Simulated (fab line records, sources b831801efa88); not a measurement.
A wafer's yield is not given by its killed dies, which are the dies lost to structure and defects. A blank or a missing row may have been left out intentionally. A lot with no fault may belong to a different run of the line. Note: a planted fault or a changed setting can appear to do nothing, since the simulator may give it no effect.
Matching of chambers / flow sky130 / SKY_PASSIVATION_ETCH_11 on rie diel-03 has 4 sister chambers
The step etches the open film in CF4/O2, stops on AlCu, target depth 725 nm, time 161.1 s. 4 wafers are shown with their chamber, then 7 later ones without.

== WAFERS PAIRED WITH THEIR CHAMBERS ==
wafer=L092.1; chamber=1; drypump motor current A (A)=6.1
wafer=L092.2; chamber=2; drypump motor current A (A)=5.6
wafer=L092.3; chamber=3; drypump motor current A (A)=6.4
wafer=L092.5; chamber=0; drypump motor current A (A)=6.0

== WAFERS MISSING THEIR CHAMBER ==
wafer=L092.6; drypump motor current A (A)=6.4
wafer=L094.1; drypump motor current A (A)=6.1
wafer=L094.5; drypump motor current A (A)=5.6
wafer=L094.6; drypump motor current A (A)=6.5
wafer=L095.2; drypump motor current A (A)=5.9
wafer=L095.4; drypump motor current A (A)=6.1
wafer=L095.5; drypump motor current A (A)=6.1

== EACH ONE'S CHAMBER ==
wafer=L092.6; from the rows above=3; in truth=3
wafer=L094.1; from the rows above=can't be placed: 1 or 0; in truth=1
wafer=L094.5; from the rows above=2; in truth=2
wafer=L094.6; from the rows above=3; in truth=3
wafer=L095.2; from the rows above=can't be placed: 0 or 1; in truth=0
wafer=L095.4; from the rows above=can't be placed: 1 or 0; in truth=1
wafer=L095.5; from the rows above=can't be placed: 1 or 0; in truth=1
Placed correctly: 3 of 7. These rows do not allow placing 4 (true chamber among the candidates in 4). Placed wrongly: 0.
How it was worked out, from the rows above alone: a wafer's distance from a chamber is the root of the sum, over the readings, of the square of ((its reading less the chamber's mean) divided by the reading's scatter). The wafer belongs to the nearest chamber; if the next one is less than 2 further off, it can't be placed. For every chamber, the mean is computed from those of its wafers that are shown. The scatter: root of mean squared gap, hidden wafer to nearest shown wafer, with one shown wafer a chamber.
